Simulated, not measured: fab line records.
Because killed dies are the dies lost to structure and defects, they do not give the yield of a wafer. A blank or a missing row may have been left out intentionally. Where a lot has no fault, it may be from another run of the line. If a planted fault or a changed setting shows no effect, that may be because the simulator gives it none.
fab line records ; flow sky130
record: lots: 11; wafers: 33; last_day: 50
route steps=708 shown VIA1@460 METAL2@500 VIA2@516 PAD_OPEN@708
lots that met no fault: taken from a fault-free run of the same line
start_h: start of the lot's first displayed wafer, in hours after the record's first day ; wait_h: how many hours have passed since the lot's step before this one ; " same as the row above ; L1.1+2: several wafers, shown together as one row ; - no value present, or no start provided ; * or withheld: withheld ; < > ~ a bound
route shown NAME@n: names a module that has steps shown in the file, with the first one's number in the route ; usual: mean/standard deviation of fault-free wafers ; same: alike in all rows ; chamber/n: place in a boat ; sites: each site's reading ; _std_site: their standard deviation ; _edge_site: the outer-site mean with the inner-site mean subtracted ; radius_mm: for every site, how far away it sits from the centre of the wafer ; mask NAME#n: copy n ; behind: the tool/chamber that last shaped the wafer ; hold: why the lot was held/for how many hours/how that ended ; device: whichever transistor did not switch (one of n, p or np) ; end of line: tests of these same wafers at the route's end ; a step given without rows: its recipe and nothing more ; killed: dies lost to structure and defects at the first sort, not the wafer's yield ; map: a wafer's dies, marking killed ones x, the rest . and places with no die _
set.NAME: setting as actually run; set.NAME@STEP: the setting as run at that earlier step ; model.NAME: the simulator's own value behind a step, which no gauge read
the route's steps for a sample of lots (tables are steps, rows are wafers)
services: when a tool's chamber went out of use (start_h, in hours from the record's first day, below 0 if earlier), for how many hours, and the reason
== steps ==
step: SKY_VIA1_CMP_02
recipe: material: SiO2; down_force_psi: 4; platen_rpm: 60; pad_velocity_m_s: 0.94248
usual: motor_current_A: 12.2/1.6
lot.wafer;tool;chamber;start_h;wait_h;motor_current_A
L456.1;cmp-02;2;801.48;0.1;13.2
L456.4;cmp-02;3;801.48;0.1;13.4
L456.3;cmp-02;0;801.48;0.1;11.8
L458.3;cmp-01;2;806.73;0.0;13.4
L458.4;cmp-01;0;806.73;0.0;9.4
L458.6;cmp-01;3;806.73;0.0;9.3
L457.4;cmp-02;0;809.97;0.1;11.9
L457.3;cmp-02;1;809.97;0.1;13.6
L457.6;cmp-02;3;809.97;0.1;13.2
L460.3;cmp-02;1;831.84;0.0;13.3
L460.4;cmp-02;3;831.84;0.0;13.1
L460.1;cmp-02;0;831.84;0.0;11.6
L462.4;cmp-01;1;849.34;0.0;12.2
L462.5;cmp-01;1;849.34;0.0;12.5
L462.6;cmp-01;2;849.34;0.0;13.2
L467.2;cmp-01;3;881.11;0.1;9.2
L467.1;cmp-01;0;881.11;0.1;9.6
L467.6;cmp-01;2;881.11;0.1;13.2
L468.4;cmp-02;2;883.67;0.0;14.3
L468.2;cmp-02;0;883.67;0.0;11.4
L468.5;cmp-02;2;883.67;0.0;13.8
L465.2;cmp-01;0;888.01;0.2;9.3
L465.4;cmp-01;1;888.01;0.2;12.4
L465.5;cmp-01;0;888.01;0.2;9.6
L469.2;cmp-01;2;891.32;0.4;13.2
L469.6;cmp-01;0;891.32;0.4;9.2
L469.5;cmp-01;1;891.32;0.4;13.0
L473.4;cmp-02;0;918.72;0.1;11.1
L473.6;cmp-02;2;918.72;0.1;13.7
L473.5;cmp-02;3;918.72;0.1;13.3
L475.2;cmp-02;1;931.65;0.1;13.2
L475.4;cmp-02;2;931.65;0.1;13.5
L475.5;cmp-02;3;931.65;0.1;13.7
step: SKY_VIA1_STRIP_16
recipe: chemistry: O2/N2; power_w: 1400; pressure_mtorr: 1500; platen_temp_c: withheld; o2_flow_sccm: 3000; n2_flow_sccm: 300; overash_fraction: 0.5
usual: drypump_motor_current_A: 5.83/0.097; oes_product_au: 0.416/0.0042; strip_time_to_endpoint_s: 4.457/0.02
same: overash_fraction: 0.5
lot.wafer;tool;chamber;start_h;wait_h;drypump_motor_current_A;oes_product_au;rf_hours_counter_h;strip_time_to_endpoint_s
L456.1;plasma_asher-02;1;828.52;0.0;5.79;0.416;73;4.446
L456.3;plasma_asher-02;1;828.52;0.0;5.79;0.412;-;4.457
L456.4;plasma_asher-02;0;828.52;0.0;5.73;0.410;-;4.459
L458.3;plasma_asher-04;0;833.55;0.1;5.80;0.419;-;4.461
L458.4;plasma_asher-04;1;833.55;0.1;6.01;0.413;-;4.499
L458.6;plasma_asher-04;1;833.55;0.1;5.99;0.411;-;4.488
L457.3;plasma_asher-04;0;836.96;0.1;5.82;0.411;-;4.448
L457.4;plasma_asher-04;1;836.96;0.1;6.00;0.415;-;4.455
L457.6;plasma_asher-04;1;836.96;0.1;6.00;0.413;-;4.453
L460.1;plasma_asher-01;1;858.31;0.0;5.94;0.415;12;4.449
L460.3;plasma_asher-01;1;858.31;0.0;5.92;0.422;-;4.466
L460.4;plasma_asher-01;0;858.31;0.0;5.86;0.414;-;4.431
L462.4;plasma_asher-02;0;875.90;0.0;5.72;0.416;-;4.463
L462.5;plasma_asher-02;0;875.90;0.0;5.73;0.416;-;4.479
L462.6;plasma_asher-02;1;875.90;0.0;5.80;0.414;-;4.448
L467.1;plasma_asher-02;0;907.12;0.0;5.70;0.415;81;4.471
L467.2;plasma_asher-02;1;907.12;0.0;5.79;0.418;81;4.440
L467.6;plasma_asher-02;0;907.12;0.0;5.71;0.415;-;4.422
L468.2;plasma_asher-02;1;908.62;0.0;5.79;0.418;81;4.433
L468.4;plasma_asher-02;1;908.62;0.0;5.79;0.413;-;4.458
L468.5;plasma_asher-02;0;908.62;0.0;5.72;0.412;-;4.442
L465.2;plasma_asher-04;0;914.37;0.0;5.75;0.425;49;4.451
L465.4;plasma_asher-04;1;914.37;0.0;6.02;0.430;-;4.460
L465.5;plasma_asher-04;1;914.37;0.0;6.00;0.414;-;4.457
L469.2;plasma_asher-02;0;916.52;0.0;5.71;0.418;82;4.460
L469.5;plasma_asher-02;0;916.52;0.0;5.72;0.418;-;4.451
L469.6;plasma_asher-02;1;916.52;0.0;5.79;0.417;-;4.464
L473.4;plasma_asher-01;0;943.85;0.1;5.85;0.410;-;4.475
L473.5;plasma_asher-01;1;943.85;0.1;5.94;0.415;-;4.460
L473.6;plasma_asher-01;0;943.85;0.1;5.86;0.416;-;4.456
L475.2;plasma_asher-01;0;956.74;0.0;5.85;0.418;22;4.446
L475.4;plasma_asher-01;0;956.74;0.0;5.85;0.418;-;4.457
L475.5;plasma_asher-01;1;956.74;0.0;5.96;0.415;-;4.474
step: SKY_METAL2_DESCUM_17
recipe: chemistry: O2; source_power_w: 150; bias_power_w: 0; pressure_mtorr: 10; temp_c: 40; time_s: 8
usual: drypump_motor_current_A: 6.0/0.36; oes_product_au: 1.001/0.006
lot.wafer;tool;chamber;start_h;wait_h;drypump_motor_current_A;oes_product_au;rf_hours_counter_h
L456.1;rie_metal-03;0;856.13;0.0;5.6;0.995;0
L456.3;rie_metal-03;0;856.13;0.0;5.6;0.997;-
L456.4;rie_metal-03;1;856.13;0.0;6.6;1.004;-
L458.3;rie_metal-01;0;861.64;0.0;6.0;0.999;-
L458.4;rie_metal-01;1;861.64;0.0;6.0;0.993;-
L458.6;rie_metal-01;0;861.64;0.0;6.0;0.994;-
L457.3;rie_metal-02;0;863.79;0.0;5.6;0.989;-
L457.4;rie_metal-02;1;863.79;0.0;6.0;1.000;-
L457.6;rie_metal-02;0;863.79;0.0;5.6;0.992;-
L460.1;rie_metal-02;0;884.98;0.0;5.6;1.005;14
L460.3;rie_metal-02;0;884.98;0.0;5.6;1.006;-
L460.4;rie_metal-02;0;884.98;0.0;5.6;1.002;-
L462.4;rie_metal-03;0;902.70;0.0;5.7;0.998;-
L462.5;rie_metal-03;1;902.70;0.0;6.6;1.002;-
L462.6;rie_metal-03;0;902.70;0.0;5.6;0.997;-
L467.1;rie_metal-02;1;934.33;0.0;6.0;1.003;5
L467.2;rie_metal-02;0;934.33;0.0;5.7;1.005;18
L467.6;rie_metal-02;1;934.33;0.0;5.9;1.004;-
L468.2;rie_metal-03;0;935.08;0.0;5.7;0.991;4
L468.4;rie_metal-03;0;935.08;0.0;5.7;1.002;-
L468.5;rie_metal-03;0;935.08;0.0;5.7;1.001;-
L465.2;rie_metal-02;0;940.58;0.0;5.6;0.998;18
L465.4;rie_metal-02;0;940.58;0.0;5.6;0.999;-
L465.5;rie_metal-02;1;940.58;0.0;6.0;0.990;-
L469.2;rie_metal-03;1;943.03;0.0;6.6;1.011;2
L469.5;rie_metal-03;1;943.03;0.0;6.6;1.013;-
L469.6;rie_metal-03;0;943.03;0.0;5.6;1.006;-
L473.4;rie_metal-01;1;968.94;0.0;5.9;0.998;-
L473.5;rie_metal-01;1;968.94;0.0;6.0;1.002;-
L473.6;rie_metal-01;0;968.94;0.0;6.0;1.007;-
L475.2;rie_metal-01;0;981.58;0.0;6.1;0.995;21
L475.4;rie_metal-01;1;981.58;0.0;6.0;1.005;-
L475.5;rie_metal-01;0;981.58;0.0;6.1;0.999;-
step: SKY_VIA2_EXPOSE_09
recipe: mask_id: VIM2; na: 0.8; source_shape: annular; sigma_inner: 0.55; sigma_outer: 0.85; target_cd_nm: 200; dose_mj: 38
usual: focus_offset_nm: 0.1/0.48
lot.wafer;tool;chamber;start_h;wait_h;mask;focus_offset_nm
L456.1;krf_scanner-02;0;869.83;-;VIM2#0;0.5
L456.3;krf_scanner-02;0;869.83;-;VIM2#0;-0.2
L456.4;krf_scanner-02;0;869.83;-;VIM2#0;0.5
L458.3;krf_scanner-02;0;875.97;-;VIM2#0;-0.1
L458.4;krf_scanner-02;0;875.97;-;VIM2#0;0.0
L458.6;krf_scanner-02;0;875.97;-;VIM2#0;-0.7
L457.3;krf_scanner-02;0;879.07;-;VIM2#0;-0.1
L457.4;krf_scanner-02;0;879.07;-;VIM2#0;0.1
L457.6;krf_scanner-02;0;879.07;-;VIM2#0;0.2
L460.1;krf_scanner-02;0;899.18;-;VIM2#0;0.4
L460.3;krf_scanner-02;0;899.18;-;VIM2#0;0.9
L460.4;krf_scanner-02;0;899.18;-;VIM2#0;0.6
L462.4;krf_scanner-02;0;916.66;-;VIM2#0;0.5
L462.5;krf_scanner-02;0;916.66;-;VIM2#0;0.6
L462.6;krf_scanner-02;0;916.66;-;VIM2#0;0.5
L467.1;krf_scanner-01;0;947.28;-;VIM2#0;-0.5
L467.2;krf_scanner-01;0;947.28;-;VIM2#0;-0.3
L467.6;krf_scanner-01;0;947.28;-;VIM2#0;0.0
L468.2;krf_scanner-02;0;948.36;-;VIM2#0;-0.3
L468.4;krf_scanner-02;0;948.36;-;VIM2#0;-0.3
L468.5;krf_scanner-02;0;948.36;-;VIM2#0;-0.4
L465.2;krf_scanner-02;0;953.59;-;VIM2#0;0.9
L465.4;krf_scanner-02;0;953.59;-;VIM2#0;0.0
L465.5;krf_scanner-02;0;953.59;-;VIM2#0;-0.4
L469.2;krf_scanner-02;0;956.94;-;VIM2#0;-0.2
L469.5;krf_scanner-02;0;956.94;-;VIM2#0;0.1
L469.6;krf_scanner-02;0;956.94;-;VIM2#0;0.2
L473.4;krf_scanner-02;0;982.50;-;VIM2#0;0.8
L473.5;krf_scanner-02;0;982.50;-;VIM2#0;0.1
L473.6;krf_scanner-02;0;982.50;-;VIM2#0;0.8
L475.2;krf_scanner-01;0;994.24;-;VIM2#0;-0.1
L475.4;krf_scanner-01;0;994.24;-;VIM2#0;-0.1
L475.5;krf_scanner-01;0;994.24;-;VIM2#0;-0.7
step: SKY_VIA2_OVL_MEAS_13
usual: VIA2_OVL: 0/5
lot.wafer;tool;chamber;start_h;wait_h;VIA2_OVL[nm]
L456.1;overlay-01;-;883.35;0.1;-6
L456.3;overlay-01;-;883.35;0.1;-5
L456.4;overlay-01;-;883.35;0.1;-7
L458.3;overlay-01;-;888.41;0.1;1
L458.4;overlay-01;-;888.41;0.1;-7
L458.6;overlay-01;-;888.41;0.1;0
L457.3;overlay-02;-;891.20;0.1;1
L457.4;overlay-02;-;891.20;0.1;5
L457.6;overlay-02;-;891.20;0.1;3
L460.1;overlay-01;-;911.80;0.1;2
L460.3;overlay-01;-;911.80;0.1;6
L460.4;overlay-01;-;911.80;0.1;3
L462.4;overlay-01;-;928.82;0.1;-6
L462.5;overlay-01;-;928.82;0.1;2
L462.6;overlay-01;-;928.82;0.1;5
L467.1;overlay-01;-;960.09;0.1;-2
L467.2;overlay-01;-;960.09;0.1;1
L467.6;overlay-01;-;960.09;0.1;2
L468.2;overlay-01;-;960.45;0.1;8
L468.4;overlay-01;-;960.45;0.1;6
L468.5;overlay-01;-;960.45;0.1;1
L465.2;overlay-01;-;965.46;0.1;33
L465.4;overlay-01;-;965.46;0.1;33
L465.5;overlay-01;-;965.46;0.1;41
L469.2;overlay-01;-;968.35;0.1;38
L469.5;overlay-01;-;968.35;0.1;41
L469.6;overlay-01;-;968.35;0.1;33
L473.4;overlay-02;-;993.62;0.1;25
L473.5;overlay-02;-;993.62;0.1;33
L473.6;overlay-02;-;993.62;0.1;31
L475.2;overlay-02;-;1006.05;0.1;9
L475.4;overlay-02;-;1006.05;0.1;8
L475.5;overlay-02;-;1006.05;0.1;9
step: SKY_PAD_OPEN_PROBE_99
usual: defect_limited_yield: 82.4/2.2; killed_at_M0_to_M3: 44/7.7; killed_at_M4_up: 3.2/1.7; killed_at_contacts: 24/5.3; killed_at_front_end: 15/4.3; killed_at_other: 0.3/0.57; killed_dies: 87/11; killed_open: 47/7.4; killed_short: 40/6.5; sort_bin_3_pad_short: 0.8/0.4; sort_bin_5_function: 10.5/1.6; sort_bin_6_memory: 6.3/1.2; sort_n_pass: 405/11; sort_yield_pct: 82.4/2.2
same: gross_dies: 492; killed_at_back_side: 0; sort_bin_4_leakage[%]: 0; sort_bin_8_speed[%]: 0
lot.wafer;tool;chamber;start_h;wait_h;defect_limited_yield[%];killed_at_M0_to_M3;killed_at_M4_up;killed_at_contacts;killed_at_front_end;killed_at_other;killed_dies;killed_open;killed_short;sort_bin_3_pad_short[%];sort_bin_5_function[%];sort_bin_6_memory[%];sort_n_pass;sort_yield_pct[%]
L462.4;prober-02;-;1138.97;0.2;82.1;42;3;29;14;0;88;47;41;1.0;11.2;5.7;404;82.1
L462.5;prober-02;-;1139.02;0.2;77.6;67;3;27;11;2;110;56;52;1.2;14.6;6.5;382;77.6
L462.6;prober-02;-;1139.07;0.2;85.2;40;5;20;8;0;73;36;37;0.8;9.1;4.9;419;85.2
killed by level:class
L462.4 VIA1:geometric_particle:open=14 CONTACT:geometric_particle:open=12 VIA2:geometric_particle:open=7 METAL1:geometric_particle:short=6 POLY_GATE:geometric_particle:short=5 LOCAL_INTERCONNECT:geometric_particle:short=5 LI_CONTACT:geometric_particle:open=4 LI_CONTACT:geometric_particle:short=4
L462.5 VIA1:geometric_particle:open=17 VIA1:geometric_particle:short=10 CONTACT:geometric_particle:open=9 METAL1:geometric_particle:short=9 LI_CONTACT:geometric_particle:open=7 VIA3:geometric_particle:open=6 METAL3:geometric_particle:short=5 METAL2:geometric_particle:short=5
L462.6 METAL1:geometric_particle:short=8 VIA1:geometric_particle:open=8 VIA2:geometric_particle:open=7 CONTACT:geometric_particle:open=6 METAL2:geometric_particle:short=5 CONTACT:geometric_particle:short=5 VIA1:geometric_particle:short=5 LOCAL_INTERCONNECT:geometric_particle:short=4
== services ==
tool;chamber;start_h;hours;kind
cmp-02;-;797.60;1.1;repair
rie_metal-01;-;806.20;2.8;pm
rie_metal-02;-;807.01;0.8;repair
rie_metal-02;-;810.17;0.6;repair
cmp-02;-;820.43;0.6;repair
cmp-01;-;823.54;1.1;repair
krf_scanner-02;-;828.20;7.4;repair
cmp-02;-;832.52;1.5;repair
krf_scanner-02;-;835.56;1.3;pm
cmp-02;-;843.39;15.6;pm
rie_metal-01;-;853.09;0.4;repair
cmp-01;-;859.08;4.2;pm
plasma_asher-04;-;862.59;1.2;repair
cmp-01;-;871.35;0.6;repair
rie_metal-02;1;880.58;48.4;repair
cmp-02;-;886.09;8.3;pm
rie_metal-03;-;891.15;1.4;pm
plasma_asher-04;-;896.03;11.7;repair
cmp-01;-;911.32;1.0;repair
plasma_asher-02;-;916.68;2.8;pm
cmp-01;-;916.91;4.0;pm
krf_scanner-02;-;917.06;0.8;pm
cmp-01;-;924.28;0.3;repair
krf_scanner-02;-;928.14;1.0;pm
== key ==
first_sign: step: SKY_VIA2_OVL_MEAS_13; reading: VIA2_OVL; direction: up; sigmas: 6.8; usual: 0; struck: 34
effect none on later readings
met_at SKY_VIA2_EXPOSE_09
struck_lots L465,L469,L473
not_acting_at SKY_VIA1_CMP_02,SKY_VIA1_STRIP_16,SKY_METAL2_DESCUM_17
onset_between 948.36 953.59
fault: kind: scanner_matching_overlay; tool: krf_scanner-02; chamber: -; onset_h: 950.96; steps: SKY_VIA2_EXPOSE_09; offset: 39.009
